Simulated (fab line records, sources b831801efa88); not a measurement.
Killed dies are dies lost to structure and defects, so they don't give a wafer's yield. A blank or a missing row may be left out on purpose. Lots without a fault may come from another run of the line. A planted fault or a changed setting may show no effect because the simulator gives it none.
fab line records | flow sfq_line
record lots=6 wafers=18 last_day=90
route steps=325 shown M6@255 I6@266
lots that met no fault: from a run of the same line without faults
start_h: hours from the record's first day to the start of the lot's first wafer shown | wait_h: hours since the lot's step before | " the same as in the row above | L1.1+2: a row that stands for several wafers | - no value, or no start given | * or withheld: withheld | < > ~ a bound
route shown NAME@n: a module of which the file shows steps, and the number in the route of the first | usual: mean/standard deviation of fault-free wafers | same: alike in all rows | chamber/n: place in a boat | sites: the reading at each site | _std_site: their standard deviation | _edge_site: outer sites' mean less inner sites' | radius_mm: how far each site lies from the wafer's centre | mask NAME#n: copy n | behind: the tool/chamber that last shaped the wafer | hold: why the lot was held/for how many hours/how that ended | device: the transistor (n, p or np) that didn't switch | end of line: the same wafers' tests at the end of the route | a step without rows: its recipe alone | killed: dies lost to structure and defects at the first sort, not the wafer's yield | map: a wafer's dies, x killed, . not, _ none there
set.NAME: the setting as run; set.NAME@STEP: as run at that earlier step | model.NAME: the simulator's own value behind a step, which no gauge read
lots at some steps of the route; a table a step, a row a wafer
services: from which hour (start_h, from the record's first day; less than 0 if before it) a tool's chamber was out of use, for how many hours, and why
## steps
# step SFQ_TRILAYER_M6_LITHO_COAT_164
# recipe resist=BARC spin_rpm=3000 resist_thk_nm=62
# step SFQ_TRILAYER_M6_LITHO_COAT_159
# recipe resist=KrF spin_rpm=3000 resist_thk_nm=600
# step SFQ_TRILAYER_M6_LITHO_SOFTBAKE_163
# recipe temp_c=withheld time_s=withheld resist=KrF
# step SFQ_TRILAYER_M6_LITHO_EXPOSE_160
# recipe mask_id=M6 na=0.6 source_shape=conventional sigma_outer=0.65 target_cd_nm=500 dose_mj=14.4
# step SFQ_TRILAYER_M6_LITHO_PEB_162
# recipe peb_temp_c=115 peb_time_s=60 resist=KrF
# step SFQ_TRILAYER_M6_LITHO_DEVELOP_161
# recipe time_s=60 resist=KrF
# step SFQ_M6_OVL_MEAS_940
# usual M6_OVL=-4/5.1
# columns lot.wafer tool chamber start_h wait_h M6_OVL[nm]
L117.4 overlay-01 - 1676.77 0.1 -2
L117.5 " - " " -10
L117.6 " - " " 2
L120.1 overlay-01 - 1686.55 0.1 -6
L120.3 " - " " -4
L120.6 " - " " 4
L129.1 overlay-01 - 1799.29 0.1 2
L129.3 " - " " 4
L129.4 " - " " -7
L130.2 overlay-02 - 1808.90 0.1 -7
L130.3 " - " " -10
L130.6 " - " " -13
L131.1 overlay-02 - 1817.29 0.1 -8
L131.2 " - " " -6
L131.3 " - " " -3
L135.2 overlay-02 - 1831.70 0.1 -6
L135.3 " - " " -8
L135.5 " - " " -9
# step SFQ_TRILAYER_M6_BARC_OPEN_METAL_ETCH_206
# recipe mask_material=PR chemistry=O2 target_depth_nm=125 target=BARC icp_w=600 bias_w=80 pressure_mtorr=10 time_s=41.7
# usual drypump_motor_current_A=5.7/0.56 oes_product_au=0.685/0.0046
# columns lot.wafer tool chamber start_h wait_h drypump_motor_current_A oes_product_au rf_hours_counter_h
L117.4 rie_metal-01 1 1676.82 0.0 6.7 0.689 -
L117.5 " 0 " " 5.1 0.683 -
L117.6 " 1 " " 6.6 0.685 -
L120.1 rie_metal-04 0 1686.58 0.0 5.7 0.692 16
L120.3 " 0 " " 5.7 0.690 -
L120.6 " 0 " " 5.7 0.690 -
L129.1 rie_metal-03 0 1799.42 0.1 5.1 0.685 59
L129.3 " 1 " " 5.2 0.686 -
L129.4 " 0 " " 5.1 0.685 -
L130.2 rie_metal-03 0 1808.93 0.0 5.1 0.693 60
L130.3 " 1 " " 5.3 0.679 -
L130.6 " 0 " " 5.1 0.686 -
L131.1 rie_metal-04 0 1817.33 0.0 5.7 0.682 36
L131.2 " 1 " " 5.9 0.692 85
L131.3 " 0 " " 5.7 0.679 -
L135.2 rie_metal-04 1 1831.73 0.0 5.9 0.694 88
L135.3 " 1 " " 5.9 0.690 -
L135.5 " 1 " " 5.9 0.678 -
# step SFQ_TRILAYER_M6_ETCH_METAL_ETCH_162
# recipe target=Nb stop_on=SiO2 mask_material=PR chemistry=Cl2/Ar target_depth_nm=240 icp_w=600 bias_w=80 pressure_mtorr=10 time_s=120
# usual drypump_motor_current_A=5.7/0.56 oes_product_au=0.891/0.007
# columns lot.wafer tool chamber start_h wait_h drypump_motor_current_A oes_product_au rf_hours_counter_h
L117.4 rie_metal-01 1 1676.93 0.1 6.7 0.884 -
L117.5 " 0 " " 5.1 0.902 -
L117.6 " 1 " " 6.6 0.893 -
L120.1 rie_metal-04 0 1686.64 0.0 5.7 0.885 16
L120.3 " 0 " " 5.7 0.890 -
L120.6 " 0 " " 5.7 0.892 -
L129.1 rie_metal-03 0 1799.48 0.0 5.1 0.904 59
L129.3 " 1 " " 5.2 0.903 -
L129.4 " 0 " " 5.1 0.906 -
L130.2 rie_metal-03 0 1808.99 0.0 5.1 0.901 60
L130.3 " 1 " " 5.2 0.886 -
L130.6 " 0 " " 5.1 0.890 -
L131.1 rie_metal-04 0 1817.39 0.0 5.7 0.894 36
L131.2 " 1 " " 5.9 0.895 85
L131.3 " 0 " " 5.7 0.886 -
L135.2 rie_metal-04 1 1831.79 0.0 5.9 0.882 88
L135.3 " 1 " " 5.9 0.898 -
L135.5 " 1 " " 5.9 0.900 -
# step SFQ_TRILAYER_M6_STRIP_STRIP_163
# recipe gas=O2 power_w=200 platen_temp_c=40 overash_fraction=0.65 chemistry=O2 pressure_mtorr=50
# usual drypump_motor_current_A=5.7/0.55 oes_product_au=1.002/0.0081 platen_temp_c=40.03/0.12
# columns lot.wafer tool chamber start_h wait_h drypump_motor_current_A oes_product_au platen_temp_c rf_hours_counter_h
L117.4 rie_metal-01 1 1677.30 0.3 6.6 0.992 40.19 -
L117.5 " 0 " " 5.1 0.989 40.06 -
L117.6 " 1 " " 6.6 0.993 40.20 -
L120.1 rie_metal-04 0 1686.77 0.1 5.7 1.008 39.96 16
L120.3 " 0 " " 5.7 1.010 40.07 -
L120.6 " 0 " " 5.7 1.015 40.06 -
L129.1 rie_metal-03 0 1799.61 0.1 5.1 1.008 39.86 59
L129.3 " 1 " " 5.3 0.997 39.92 -
L129.4 " 0 " " 5.1 1.008 40.07 -
L130.2 rie_metal-03 0 1809.11 0.1 5.1 1.012 39.87 61
L130.3 " 1 " " 5.3 0.985 40.00 -
L130.6 " 0 " " 5.1 1.014 39.87 -
L131.1 rie_metal-04 0 1817.51 0.1 5.7 1.007 40.13 36
L131.2 " 1 " " 5.9 1.016 40.15 86
L131.3 " 0 " " 5.7 1.000 40.10 -
L135.2 rie_metal-04 1 1831.91 0.1 5.9 1.004 40.10 88
L135.3 " 1 " " 5.9 1.005 39.98 -
L135.5 " 1 " " 5.9 1.001 40.11 -
# step SFQ_TRILAYER_M6_STRIP_SOLV_CLEAN_164
# recipe chemistry=NMP temp_c=70 time_s=600
# step SFQ_TRILAYER_I6_DEP_PECVD_165
# recipe material=SiO2 temp_c=150 time_s=111.11 pressure_torr=2.4 rf_w=183.3 precursor=SiH4/N2O target_thk_nm=500
# usual heater_power_w=91/12 run_length_s=139.1/0.54 throttle_valve_pct=24.5/1.5
# columns lot.wafer tool chamber start_h wait_h heater_power_w run_length_s throttle_valve_pct model.SiO2_of_TRILAYER_I6_DEP_PECVD_165.thk_nm
L117.4 pecvd-03 0 1678.05 0.0 104 138.6 24.0 499.3
L117.5 " 1 " " 84 138.3 26.1 503.1
L117.6 " 2 " " 82 138.7 24.0 502.4
L120.1 pecvd-02 1 1687.54 0.0 97 139.8 27.8 487.1
L120.3 " 2 " " 93 139.4 24.5 490.7
L120.6 " 2 " " 95 139.3 24.3 504
L129.1 pecvd-02 2 1800.38 0.0 84 132.8 24.3 464
L129.3 " 0 " " 114 139.2 23.3 494
L129.4 " 2 " " 87 139.3 24.8 502.9
L130.2 pecvd-02 1 1809.89 0.0 88 134.1 27.7 469.9
L130.3 " 2 " " 90 139.0 24.6 495.6
L130.6 " 1 " " 93 140.1 27.6 506.7
L131.1 pecvd-03 1 1818.29 0.0 96 138.4 24.0 498.4
L131.2 " 0 " " 95 138.3 23.6 498.4
L131.3 " 2 " " 87 138.8 23.2 500
L135.2 pecvd-03 2 1832.69 0.0 84 138.6 23.0 489.6
L135.3 " 1 " " 89 138.3 24.4 492.3
L135.5 " 2 " " 87 139.1 23.0 495.2
# step SFQ_TRILAYER_I6_CMP_CMP_166
# recipe material=SiO2 down_force_psi=3 platen_rpm=60 pad_velocity_m_s=0.94248
# usual motor_current_A=10.4/1.2 retaining_ring_pressure_frac=1.000/0.0055 time_to_endpoint_s=219/8
# columns lot.wafer tool chamber start_h wait_h motor_current_A retaining_ring_pressure_frac time_to_endpoint_s
L117.4 cmp-02 0 1679.59 1.5 9.8 0.990 223
L117.6 " 1 " " 13.3 1.003 215
L117.5 " 2 " " 9.7 1.005 218
L120.1 cmp-01 0 1688.62 1.0 9.5 1.001 225
L120.3 " 1 " " 10.1 0.992 219
L120.6 " 3 1690.12 2.5 10.8 0.997 231
L129.4 cmp-01 3 1800.96 0.5 10.2 0.993 225
L129.1 " 0 " " 9.5 1.000 205
L129.3 " 1 " " 9.9 1.001 215
L130.3 cmp-01 1 1809.96 0.0 10.0 0.997 211
L130.2 " 0 1811.46 1.5 8.7 0.995 200
L130.6 " 1 " " 9.9 0.994 216
L131.2 cmp-02 2 1818.36 0.0 9.6 0.998 219
L131.3 " 0 1819.36 1.0 10.0 1.000 234
L131.1 " 1 " " 13.2 0.993 219
L135.2 cmp-01 3 1836.87 4.1 10.6 1.007 210
L135.3 " 2 1838.37 5.6 9.7 1.000 205
L135.5 " 3 " " 10.8 1.005 219
## services
# columns tool chamber start_h hours kind
cmp-02 - 1653.20 10.3 pm
cmp-01 - 1658.43 2.6 repair
pecvd-03 - 1686.25 14.0 pm
pecvd-03 0 1686.25 14.0 vent_cycle
rie_metal-04 - 1698.29 0.4 repair
cmp-02 - 1701.32 1.0 repair
rie_metal-04 0 1708.97 1.4 repair
rie_metal-01 1 1712.24 18.4 repair
rie_metal-01 0 1713.43 13.7 repair
pecvd-02 0 1716.10 4.2 repair
pecvd-02 - 1745.69 43.9 repair
cmp-02 - 1749.84 0.5 repair
cmp-01 - 1764.83 0.8 repair
cmp-01 - 1776.29 4.0 pm
cmp-01 - 1780.29 - consumable_replace:conditioner
cmp-01 - 1780.29 - consumable_replace:pad
pecvd-02 - 1789.59 0.8 pm
pecvd-03 - 1793.14 6.0 pm
rie_metal-01 - 1794.11 2.8 pm
rie_metal-04 0 1796.63 2.1 repair
rie_metal-03 - 1809.94 2.5 repair
cmp-02 - 1809.98 3.6 repair
cmp-01 - 1818.12 15.7 pm
pecvd-02 0 1831.89 8.7 repair
## key
first_sign step=SFQ_TRILAYER_I6_DEP_PECVD_165 reading=run_length_s direction=down sigmas=11 usual=* struck=*
effect none on later readings
model_effect step=SFQ_TRILAYER_I6_DEP_PECVD_165 value=SiO2_of_TRILAYER_I6_DEP_PECVD_165.thk_nm without=493.9 struck=466.9
met_at SFQ_TRILAYER_I6_DEP_PECVD_165
struck_wafers L129.1,L130.2
onset_between 1687.54 1800.38
fault kind=process_parameter_drift tool=pecvd-02 chamber=- onset_h=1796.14 steps=SFQ_TRILAYER_I6_DEP_PECVD_165 channel=time_s offset=* shape=step end_h=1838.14 scope=struck_wafers_only acts_in=* stated=*
